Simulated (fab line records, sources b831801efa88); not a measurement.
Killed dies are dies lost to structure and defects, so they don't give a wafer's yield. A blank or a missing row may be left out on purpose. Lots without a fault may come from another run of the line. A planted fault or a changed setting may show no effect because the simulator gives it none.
Which tool did it? | flow sky130 | 14 lots, 42 wafers sampled, at 1 step of a route of 708

WHAT THE GAUGES READ, wafer by wafer
SKY_VIA1_THK_MEAS_23: measures by xrf. Usual: VIA1_W_THK 268 nm, standard deviation 4.6.
lot  | measured     | on            | VIA1_W_THK (nm) | flag
L928 | day 34 09:24 | film_metro-01 | 274 274 274     |
L929 | day 34 18:17 | film_metro-03 | 263 265 259     |
L930 | day 35 08:25 | film_metro-01 | 271 270 275     |
L931 | day 35 17:26 | film_metro-03 | 268 266 267     |
L934 | day 36 15:58 | film_metro-04 | 262 265 266     |
L936 | day 37 05:40 | film_metro-03 | 267 263 264     |
L938 | day 37 21:41 | film_metro-04 | 267 266 263     |
L939 | day 38 03:02 | film_metro-03 | 267 271 272     |
L940 | day 38 12:30 | film_metro-03 | 257 264 260     |
L945 | day 39 21:59 | film_metro-04 | 262 265 267     |
L946 | day 40 07:19 | film_metro-04 | 261 264 261     |
L947 | day 40 09:08 | film_metro-01 | 277 272 274     |
L948 | day 40 18:23 | film_metro-01 | 272 279 270     |
L949 | day 41 00:58 | film_metro-01 | 267 268 270     |

WHICH TOOL RAN EACH LOT (tool, then ch and the chambers of the sampled wafers, then the start)
The record holds no process step before these readings.

WHAT THE TOOLS THEMSELVES READ (means of the sampled wafers that have a number; where no wafer has one, the mark that the record gives instead)
The record holds no such reading with a usual standard deviation.

THE ANSWER, worked out from the rows above alone
Rule: a lot is off if the mean of its wafers that have a number lies more than 3 standard deviations from the usual mean. A lot without any number at a reading at which 4 lots or more have one is off too. The other lots that the step has rows for count as sound. The gauges are gone through in route order, then the tools' own readings, and for those a lot's mean is taken as printed above. The first step at which some lot is off is used, and at that step the reading that is off furthest; a lot without a number counts as furthest.
No lot is off at any reading shown: from this, nothing can be told.

WHAT THE SIMULATOR HAD PUT IN
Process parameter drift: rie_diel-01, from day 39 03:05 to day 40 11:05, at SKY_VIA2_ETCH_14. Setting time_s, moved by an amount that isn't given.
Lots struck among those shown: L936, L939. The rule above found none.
